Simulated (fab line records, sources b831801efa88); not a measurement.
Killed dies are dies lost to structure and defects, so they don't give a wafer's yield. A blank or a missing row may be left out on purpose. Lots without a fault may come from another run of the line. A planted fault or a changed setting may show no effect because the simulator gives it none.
Which tool did it? | flow gf180mcu | 13 lots, 39 wafers sampled, at 5 steps of a route of 602

WHAT THE GAUGES READ, wafer by wafer
GF_NSD_OVL_MEAS_08.
lot  | measured     | on         | NSD_OVL (nm)
L691 | day 13 09:22 | overlay-02 | 2.4 2.8 3.1
L692 | day 13 17:46 | overlay-02 | -0.4 0.3 -0.1
L693 | day 14 01:04 | overlay-02 | 1.1 0.4 1.4
L694 | day 14 08:56 | overlay-02 | 1.5 1.3 1.1
L695 | day 14 20:35 | overlay-02 | 2.6 3.8 2.7
L696 | day 15 00:41 | overlay-02 | 0.9 -0.2 1.7
L702 | day 17 05:41 | overlay-02 | 142.1 141.3 140.7
L703 | day 17 08:37 | overlay-02 | 141.5 141.1 141.7
L707 | day 19 02:22 | overlay-01 | 0.7 3.9 1.9
L708 | day 19 20:41 | overlay-01 | 1.4 1.1 -0.1
L712 | day 20 20:17 | overlay-02 | -0.1 0.3 -0.7
L713 | day 21 09:41 | overlay-02 | 3.5 2.0 0.7
L714 | day 21 12:29 | overlay-02 | 0.8 0.6 1.2

GF_PSD_CD_MEAS_07: target cd 400 nm.
lot  | measured     | on        | cd_nm (nm)
L691 | day 14 05:55 | cd_sem-01 | 402.3 403.1 403.3
L692 | day 14 14:50 | cd_sem-01 | 399.5 398.3 398.9
L693 | day 14 22:38 | cd_sem-02 | 403.0 402.7 401.0
L694 | day 15 06:28 | cd_sem-01 | 396.7 400.9 400.6
L695 | day 15 18:12 | cd_sem-02 | 402.7 403.1 399.2
L696 | day 15 22:49 | cd_sem-02 | 396.9 397.5 397.1
L702 | day 18 05:25 | cd_sem-02 | 398.7 399.6 397.1
L703 | day 18 08:04 | cd_sem-01 | 404.0 403.1 400.4
L707 | day 20 03:41 | cd_sem-01 | 398.2 400.0 397.5
L708 | day 20 21:17 | cd_sem-01 | 399.0 396.3 397.1
L712 | day 21 20:15 | cd_sem-02 | 400.7 401.7 399.2
L713 | day 22 09:20 | cd_sem-01 | 404.4 405.2 404.3
L714 | day 22 13:02 | cd_sem-01 | 400.3 401.7 402.0

GF_PSD_RS_MEAS_15: measures by four-point-probe.
lot  | measured     | on            | PSD_RS (ohm/sq)
L691 | day 14 06:38 | film_metro-03 | 108.1 108.4 108.4
L692 | day 14 15:34 | film_metro-04 | 108.9 109.0 108.9
L693 | day 14 23:22 | film_metro-03 | 108.8 108.9 109.0
L694 | day 15 07:11 | film_metro-04 | 108.6 108.9 108.8
L695 | day 15 18:56 | film_metro-03 | 107.8 107.4 107.9
L696 | day 15 23:32 | film_metro-03 | 108.3 108.0 108.3
L702 | day 18 06:08 | film_metro-04 | 108.7 108.7 109.0
L703 | day 18 08:47 | film_metro-02 | 108.9 108.9 108.6
L707 | day 20 04:24 | film_metro-03 | 108.6 108.2 108.4
L708 | day 20 22:01 | film_metro-04 | 108.8 108.7 108.8
L712 | day 21 20:58 | film_metro-04 | 108.8 108.9 108.4
L713 | day 22 10:03 | film_metro-03 | 108.7 108.5 109.1
L714 | day 22 13:45 | film_metro-02 | 108.1 108.2 108.3

GF_CONTACT_OVL_MEAS_15.
lot  | measured     | on         | CONTACT_OVL (nm)
L691 | day 16 02:35 | overlay-02 | -4 -3 2
L692 | day 16 13:13 | overlay-02 | 9 6 4
L693 | day 16 21:41 | overlay-01 | 8 8 5
L694 | day 17 05:01 | overlay-02 | 0 6 9
L695 | day 17 17:37 | overlay-02 | 5 3 9
L696 | day 17 22:53 | overlay-02 | 6 -2 0
L702 | day 20 07:59 | overlay-01 | 5 3 -3
L703 | day 20 11:23 | overlay-01 | 10 12 5
L707 | day 22 07:07 | overlay-02 | -2 1 0
L708 | day 22 23:02 | overlay-01 | -2 3 3
L712 | day 23 20:17 | overlay-01 | -2 -2 5
L713 | day 24 10:56 | overlay-02 | 6 8 7
L714 | day 24 13:16 | overlay-02 | 9 4 4

WHICH TOOL RAN EACH LOT (tool, then ch and the chambers of the sampled wafers, then the start)
lot  | GF_NSD_EXPOSE_04
L691 | iline_stepper-02 ch 0, day 12 23:22
L692 | iline_stepper-02 ch 0, day 13 07:11
L693 | iline_stepper-01 ch 0, day 13 15:11
L694 | iline_stepper-02 ch 0, day 13 22:41
L695 | iline_stepper-02 ch 0, day 14 09:45
L696 | iline_stepper-01 ch 0, day 14 14:22
L702 | iline_stepper-01 ch 0, day 16 18:30
L703 | iline_stepper-01 ch 0, day 16 21:19
L707 | iline_stepper-02 ch 0, day 18 14:38
L708 | iline_stepper-02 ch 0, day 19 08:12
L712 | iline_stepper-02 ch 0, day 20 08:16
L713 | iline_stepper-02 ch 0, day 20 21:55
L714 | iline_stepper-02 ch 0, day 21 01:29
- GF_NSD_EXPOSE_04: exposes mask Nplus, target cd 400 nm.

WHAT THE TOOLS THEMSELVES READ (means of the sampled wafers that have a number; where no wafer has one, the mark that the record gives instead)
GF_NSD_EXPOSE_04.
lot  | tool             | focus_offset_nm (nm) | reticle_temp_C (C)
L691 | iline_stepper-02 | 0.1                  | 22.99
L692 | iline_stepper-02 | 0.5                  | 22.96
L693 | iline_stepper-01 | -0.9                 | 22.97
L694 | iline_stepper-02 | 0.8                  | 22.82
L695 | iline_stepper-02 | -0.0                 | 22.97
L696 | iline_stepper-01 | 0.1                  | 22.96
L702 | iline_stepper-01 | -0.2                 | 22.89
L703 | iline_stepper-01 | 0.6                  | 23.02
L707 | iline_stepper-02 | 0.6                  | 23.01
L708 | iline_stepper-02 | 0.4                  | 23.07
L712 | iline_stepper-02 | 0.2                  | 23.03
L713 | iline_stepper-02 | 0.2                  | 22.98
L714 | iline_stepper-02 | 0.6                  | 23.09

THE ANSWER, worked out from the rows above alone
Rule: what is usual is taken from the lots themselves. Put in order of their means at a reading, lots are off if they are a third of the lots or fewer, leave a main group of 4 or more, and stand apart from it by a gap of 3 or more times the standard deviation of the main group's means; of several such gaps the widest counts. A main group whose means are all the same, to the digits that the tables above print for the reading, isn't used. A lot without any number at a reading at which 4 lots or more have one is off too. The other lots that the step has rows for count as sound. The gauges are gone through in route order, then the tools' own readings, and for those a lot's mean is taken as printed above. The first step at which some lot is off is used, and at that step the reading that is off furthest; a lot without a number counts as furthest.
Off: L702, L703, at GF_NSD_OVL_MEAS_08 (NSD_OVL). The main group: mean 1.3 nm, standard deviation 1.
A tool fits if, at a process step before that reading, it ran every lot that is off, and no sound lot after the first of them. The gauges at GF_NSD_OVL_MEAS_08 are tried like those tools. One fits: iline_stepper-01 at GF_NSD_EXPOSE_04. Its last sound lot is L696 (day 14 14:22), its first lot that is off L702 (day 16 18:30): a fault that began between those two fits.

WHAT THE SIMULATOR HAD PUT IN
Scanner matching overlay: iline_stepper-01, from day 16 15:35 on, at GF_NSD_EXPOSE_04. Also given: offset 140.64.
Lots struck among those shown: L702, L703. The rule above found the same.
